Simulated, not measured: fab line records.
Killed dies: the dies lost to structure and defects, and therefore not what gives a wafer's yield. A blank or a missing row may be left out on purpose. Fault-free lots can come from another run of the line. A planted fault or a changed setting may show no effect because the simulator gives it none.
Which of the tools did it? / flow gf180mcu / 14 lots with 42 wafers sampled at 4 steps, on a route of 602 steps

== WHAT EACH GAUGE READ, for each wafer ==
GF_VT_IMPLANT_RS_MEAS_49: measures by four-point-probe. Usual: for MVPSD_RS the level is 1167 ohm/sq and the standard deviation is 3.1.
lot=L818; measured=day 7 13:58; on=film-metro-03; MVPSD_RS (ohm/sq)=1168 1164 1168; flag=
lot=L819; measured=day 7 21:23; on=film-metro-03; MVPSD_RS (ohm/sq)=1164 1167 1168; flag=
lot=L820; measured=day 8 04:46; on=film-metro-01; MVPSD_RS (ohm/sq)=1161 1164 1164; flag=
lot=L821; measured=day 8 06:51; on=film-metro-02; MVPSD_RS (ohm/sq)=1165 1163 1164; flag=
lot=L822; measured=day 8 18:07; on=film-metro-01; MVPSD_RS (ohm/sq)=1165 1167 1167; flag=
lot=L823; measured=day 8 22:15; on=film-metro-02; MVPSD_RS (ohm/sq)=1168 1165 1169; flag=
lot=L824; measured=day 9 04:03; on=film-metro-03; MVPSD_RS (ohm/sq)=1166 1164 1161; flag=
lot=L830; measured=day 10 22:59; on=film-metro-02; MVPSD_RS (ohm/sq)=1193 1188 1192; flag=OFF
lot=L831; measured=day 11 06:02; on=film-metro-01; MVPSD_RS (ohm/sq)=1194 1192 1194; flag=OFF
lot=L834; measured=day 12 00:51; on=film-metro-02; MVPSD_RS (ohm/sq)=1170 1174 1173; flag=
lot=L835; measured=day 12 12:44; on=film-metro-01; MVPSD_RS (ohm/sq)=1161 1165 1164; flag=
lot=L838; measured=day 13 05:45; on=film-metro-02; MVPSD_RS (ohm/sq)=1164 1168 1169; flag=
lot=L839; measured=day 13 11:11; on=film-metro-02; MVPSD_RS (ohm/sq)=1166 1168 1169; flag=
lot=L840; measured=day 14 00:14; on=film-metro-03; MVPSD_RS (ohm/sq)=1166 1171 1168; flag=

GF_V4_CD_MEAS_14 targets a cd of 260 nm. Usual: cd-nm 259.3 nm, standard deviation 1.2.
lot=L818; measured=day 24 08:22; on=cd-sem-02; cd-nm (nm)=257.3 257.0 257.9; flag=
lot=L819; measured=day 24 15:29; on=cd-sem-01; cd-nm (nm)=260.5 259.9 261.2; flag=
lot=L820; measured=day 25 03:34; on=cd-sem-02; cd-nm (nm)=259.8 260.0 259.6; flag=
lot=L821; measured=day 25 07:39; on=cd-sem-02; cd-nm (nm)=260.5 259.4 259.7; flag=
lot=L822; measured=day 25 19:07; on=cd-sem-02; cd-nm (nm)=258.8 258.8 258.4; flag=
lot=L823; measured=day 26 05:30; on=cd-sem-02; cd-nm (nm)=258.3 260.2 258.3; flag=
lot=L824; measured=day 26 09:12; on=cd-sem-01; cd-nm (nm)=258.9 259.5 258.5; flag=
lot=L830; measured=day 28 09:14; on=cd-sem-02; cd-nm (nm)=257.5 257.8 257.6; flag=
lot=L831; measured=day 28 15:31; on=cd-sem-02; cd-nm (nm)=259.7 259.5 259.7; flag=
lot=L834; measured=day 29 11:19; on=cd-sem-01; cd-nm (nm)=260.4 261.5 260.7; flag=
lot=L835; measured=day 29 22:22; on=cd-sem-01; cd-nm (nm)=258.5 258.7 259.1; flag=
lot=L838; measured=day 30 14:50; on=cd-sem-01; cd-nm (nm)=260.7 259.9 259.9; flag=
lot=L839; measured=day 30 19:38; on=cd-sem-02; cd-nm (nm)=257.7 258.9 258.8; flag=
lot=L840; measured=day 31 06:44; on=cd-sem-02; cd-nm (nm)=258.9 259.9 259.1; flag=

== TOOL THAT RAN EACH LOT (tool first, then ch and the chambers of the sampled wafers, then the start) ==
lot=L818; GF_MVPSD_IMPLANT_09=implanter-04 ch 0, day 5 01:55; GF_M4_SPUTTER_03=pvd-sputter-02, day 22 09:49
lot=L819; GF_MVPSD_IMPLANT_09=implanter-02 ch 0, day 5 07:37; GF_M4_SPUTTER_03=pvd-sputter-03, day 22 17:46
lot=L820; GF_MVPSD_IMPLANT_09=implanter-02 ch 0, day 5 15:05; GF_M4_SPUTTER_03=pvd-sputter-02, day 23 06:08
lot=L821; GF_MVPSD_IMPLANT_09=implanter-04 ch 0, day 5 16:41; GF_M4_SPUTTER_03=pvd-sputter-01, day 23 10:19
lot=L822; GF_MVPSD_IMPLANT_09=implanter-02 ch 0, day 6 01:59; GF_M4_SPUTTER_03=pvd-sputter-02, day 23 23:17
lot=L823; GF_MVPSD_IMPLANT_09=implanter-02 ch 0, day 6 05:24; GF_M4_SPUTTER_03=pvd-sputter-03, day 24 08:45
lot=L824; GF_MVPSD_IMPLANT_09=implanter-04 ch 0, day 6 11:38; GF_M4_SPUTTER_03=pvd-sputter-02, day 24 13:16
lot=L830; GF_MVPSD_IMPLANT_09=implanter-02 ch 0, day 8 00:00; GF_M4_SPUTTER_03=pvd-sputter-03, day 26 16:19
lot=L831; GF_MVPSD_IMPLANT_09=implanter-02 ch 0, day 8 06:58; GF_M4_SPUTTER_03=pvd-sputter-02, day 26 22:55
lot=L834; GF_MVPSD_IMPLANT_09=implanter-04 ch 0, day 9 00:40; GF_M4_SPUTTER_03=pvd-sputter-03, day 27 19:17
lot=L835; GF_MVPSD_IMPLANT_09=implanter-03 ch 0, day 9 10:47; GF_M4_SPUTTER_03=pvd-sputter-02, day 28 06:26
lot=L838; GF_MVPSD_IMPLANT_09=implanter-03 ch 0, day 10 01:05; GF_M4_SPUTTER_03=pvd-sputter-02, day 29 00:11
lot=L839; GF_MVPSD_IMPLANT_09=implanter-04 ch 0, day 10 07:07; GF_M4_SPUTTER_03=pvd-sputter-02, day 29 05:27
lot=L840; GF_MVPSD_IMPLANT_09=implanter-03 ch 0, day 10 17:46; GF_M4_SPUTTER_03=pvd-sputter-02, day 29 17:40
- GF_MVPSD_IMPLANT_09
- GF_M4_SPUTTER_03: material Ti, target thk 10 nm, time 6.7 s.

== AS READ BY THE TOOLS THEMSELVES (means over the sampled wafers that have a number; for cases with no such wafer, the mark the record gives instead) ==
GF_M4_SPUTTER_03. Usual: throttle-valve-pct 29.9 %, standard deviation 0.92.
lot=L818; tool=pvd-sputter-02; throttle-valve-pct (%)=30.1; flag=
lot=L819; tool=pvd-sputter-03; throttle-valve-pct (%)=29.6; flag=
lot=L820; tool=pvd-sputter-02; throttle-valve-pct (%)=28.9; flag=
lot=L821; tool=pvd-sputter-01; throttle-valve-pct (%)=30.1; flag=
lot=L822; tool=pvd-sputter-02; throttle-valve-pct (%)=29.8; flag=
lot=L823; tool=pvd-sputter-03; throttle-valve-pct (%)=29.5; flag=
lot=L824; tool=pvd-sputter-02; throttle-valve-pct (%)=29.9; flag=
lot=L830; tool=pvd-sputter-03; throttle-valve-pct (%)=29.9; flag=
lot=L831; tool=pvd-sputter-02; throttle-valve-pct (%)=29.1; flag=
lot=L834; tool=pvd-sputter-03; throttle-valve-pct (%)=29.8; flag=
lot=L835; tool=pvd-sputter-02; throttle-valve-pct (%)=29.1; flag=
lot=L838; tool=pvd-sputter-02; throttle-valve-pct (%)=30.0; flag=
lot=L839; tool=pvd-sputter-02; throttle-valve-pct (%)=29.0; flag=
lot=L840; tool=pvd-sputter-02; throttle-valve-pct (%)=29.1; flag=

== THE ANSWER, worked out from the rows above alone ==
Rule: a lot is off if the mean of its wafers that have a number lies more than 3 standard deviations from the usual mean. A lot without any number at a reading at which 4 lots or more have one is off too. Any other lot the step has rows for is counted as sound. Order of review: gauges by route order, followed by the tools' own readings, for which a lot's mean as printed above is used. At the first step where some lot is off, the reading lying furthest off is the one used; lots without a number count as furthest.
Off: L830, L831, seen at GF_VT_IMPLANT_RS_MEAS_49 (MVPSD_RS).
If a tool, at a process step before that reading, ran all the lots that are off and no sound lot after the first of them, it fits. Gauges at GF_VT_IMPLANT_RS_MEAS_49: tried the same way as those tools. One fits: implanter-02 at GF_MVPSD_IMPLANT_09. A fault onset in the window from L823 (day 6 05:24, its last sound lot) to L830 (day 8 00:00, its first lot off) fits.

== WHAT THE SIMULATOR HAD INSERTED ==
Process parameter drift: implanter-02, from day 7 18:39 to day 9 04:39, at GF_MVPSD_IMPLANT_09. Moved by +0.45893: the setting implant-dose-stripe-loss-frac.
Lots struck among those shown: L830, L831. The rule given above showed the same thing.
